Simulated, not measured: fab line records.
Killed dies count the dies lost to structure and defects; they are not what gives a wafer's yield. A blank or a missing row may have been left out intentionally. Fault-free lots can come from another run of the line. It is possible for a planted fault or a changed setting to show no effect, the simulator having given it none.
One fault seen from 2 desks :: flow gf180mcu :: only its own numbers are on each desk; what lay behind them is given at the end

AT THE METROLOGY DESK
Lot by lot, what the gauges showed, no matter which tool ran the lot: averages of those sampled wafers that carry a number. If a lot's mean is further than 4 standard deviations from the usual mean, the lot is out of limits and carries the mark OUT (the distance appears in the brackets).
Columns: A = CONTACT_CVD_00_THK at GF_CONTACT_THK_MEAS_01, usual 300 nm; B = CONTACT_OVL at GF_CONTACT_OVL_MEAS_15, usual 4 nm; C = cd-nm at GF_M1_CD_MEAS_14, usual 230.0 nm; D = V1_CVD_00_THK at GF_V1_THK_MEAS_01, usual 598 nm
lot: L908
first seen here: day 15 17:32
A: 297
B: 6
C: 231.6
D: 586

lot: L909
first seen here: day 16 03:38
A: 299
B: 12
C: 231.3
D: 607

lot: L910
first seen here: day 16 09:16
A: 302
B: 6
C: 230.3
D: 607

lot: L911
first seen here: day 16 14:44
A: 303
B: 8
C: 229.4
D: 589

lot: L913
first seen here: day 17 20:15
A: 303
B: 1
C: 230.9
D: 593

lot: L915
first seen here: day 18 02:54
A: 298
B: 5
C: 230.3
D: 597

lot: L916
first seen here: day 18 10:38
A: 298
B: -3
C: 229.8
D: 598

lot: L919
first seen here: day 19 14:53
A: 298
B: 11
C: 229.9
D: 593

lot: L920
first seen here: day 19 22:34
A: 298
B: -1
C: 229.5
D: 608

lot: L921
first seen here: day 20 08:22
A: 148 (-49) OUT
B: 4
C: 227.0
D: 604

lot: L922
first seen here: day 20 19:09
A: 154 (-47) OUT
B: 3
C: 233.0
D: 607

lot: L929
first seen here: day 23 02:32
A: 302
B: 6
C: 231.4
D: 602

lot: L930
first seen here: day 23 04:19
A: 296
B: 7
C: 230.1
D: 599
Per this desk, out of limits: L921, L922; the first was L921, day 20 08:22 (CONTACT_CVD_00_THK at GF_CONTACT_THK_MEAS_01). Within limits: L908, L909, L910, L911, L913, L915, L916, L919, L920, L929, L930.

AT THE TOOL OWNER'S DESK: hdpcvd-01
The tool's own readings at GF_CONTACT_CVD_00 (deposits SiO2, target thk 300 nm, time 50 s): means of the sampled wafers that have a number, for each lot that ran on this tool. If a lot's mean is further than 4 standard deviations from the usual mean, the lot is out of limits and carries the mark OUT (the distance appears in the brackets).
Columns: A = sih4-flow-sccm at GF_CONTACT_CVD_00, usual 59.99 sccm
lot: L909
first seen here: day 16 03:35
A: 59.97

lot: L911
first seen here: day 16 14:40
A: 60.10

lot: L913
first seen here: day 17 20:13
A: 59.81

lot: L919
first seen here: day 19 14:50
A: 59.78

lot: L920
first seen here: day 19 22:31
A: 59.96

lot: L921
first seen here: day 20 08:19
A: 30.09 (-99 or more) OUT

lot: L922
first seen here: day 20 19:06
A: 29.95 (-99 or more) OUT

lot: L929
first seen here: day 23 02:29
A: 59.96
This desk's finding: out of limits on L921, L922; first on L921, day 20 08:19 (sih4-flow-sccm at GF_CONTACT_CVD_00). Within limits: L909, L911, L913, L919, L920, L929.

TAKEN TOGETHER
The tool owner's desk could have raised an alarm at day 20 08:19, on L921, L922.
L921, L922 would have let the metrology desk raise an alarm at day 20 08:22.
On hdpcvd-01, each named lot ran GF_CONTACT_CVD_00.

WHAT THE SIMULATOR HAD INSERTED
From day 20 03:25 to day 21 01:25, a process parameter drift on hdpcvd-01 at GF_CONTACT_CVD_00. Setting sih4-flow-sccm shifted by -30 from 60. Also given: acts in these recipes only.
Struck lots among those shown: L921, L922.
Delay (hours) between the fault's onset and each desk's first out-of-limits reading: 5 at the tool owner's desk, 5 at the metrology desk.
